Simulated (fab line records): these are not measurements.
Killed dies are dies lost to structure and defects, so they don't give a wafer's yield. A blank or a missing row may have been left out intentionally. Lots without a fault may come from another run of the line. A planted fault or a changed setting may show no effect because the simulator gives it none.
Chamber matching + flow sky130 + cmp-02 running SKY_CONTACT_CMP_04: 4 sister chambers
The step polishes SiO2. 8 wafers are shown with their chamber, then 7 later ones without.

## EACH WAFER AND ITS CHAMBER
| wafer  | chamber | motorCurrentA (A) | timeToEndpointS (s) |
|--------|---------|-------------------|---------------------|
| L138.4 | 0       | 10.7              | 96                  |
| L141.5 | 3       | 13.1              | 83                  |
| L143.2 | 1       | 11.8              | 91                  |
| L148.1 | 3       | 13.0              | 91                  |
| L148.3 | 2       | 12.2              | 93                  |
| L148.6 | 0       | 10.4              | 92                  |
| L157.1 | 2       | 11.9              | 92                  |
| L157.3 | 1       | 12.3              | 93                  |

## WAFERS WITH NO CHAMBER GIVEN
| wafer  | motorCurrentA (A) | timeToEndpointS (s) |
|--------|-------------------|---------------------|
| L157.4 | 10.9              | 93                  |
| L158.3 | 10.7              | 91                  |
| L158.4 | 12.0              | 86                  |
| L158.6 | 12.8              | 85                  |
| L160.1 | 10.0              | 97                  |
| L160.2 | 12.6              | 91                  |
| L160.3 | 12.7              | 87                  |

## WHICH CHAMBER EACH ONE RAN IN
| wafer  | from the rows above          | in truth                   |
|--------|------------------------------|----------------------------|
| L157.4 | 0                            | 0                          |
| L158.3 | 0                            | 0                          |
| L158.4 | can't be placed: 1 or 2      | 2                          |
| L158.6 | 3                            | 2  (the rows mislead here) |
| L160.1 | 0                            | 0                          |
| L160.2 | can't be placed: 3 or 1 or 2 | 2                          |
| L160.3 | can't be placed: 3 or 1 or 2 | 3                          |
3 of 7 placed correctly. From these rows, 3 cannot be placed; in 3 the true chamber is one of the candidates. Number placed wrongly: 1.
How it was worked out, from the rows above alone: a wafer's distance from a chamber is the root of the sum, over the readings, of the square of ((its reading less the chamber's mean) divided by the reading's scatter). The wafer belongs to the nearest chamber; if the next one is less than 2 further off, it can't be placed. A chamber's mean is the mean of its shown wafers. The scatter: the root of (the sum of the squares of (reading less its chamber's mean) over the shown wafers, divided by (wafers less chambers)).
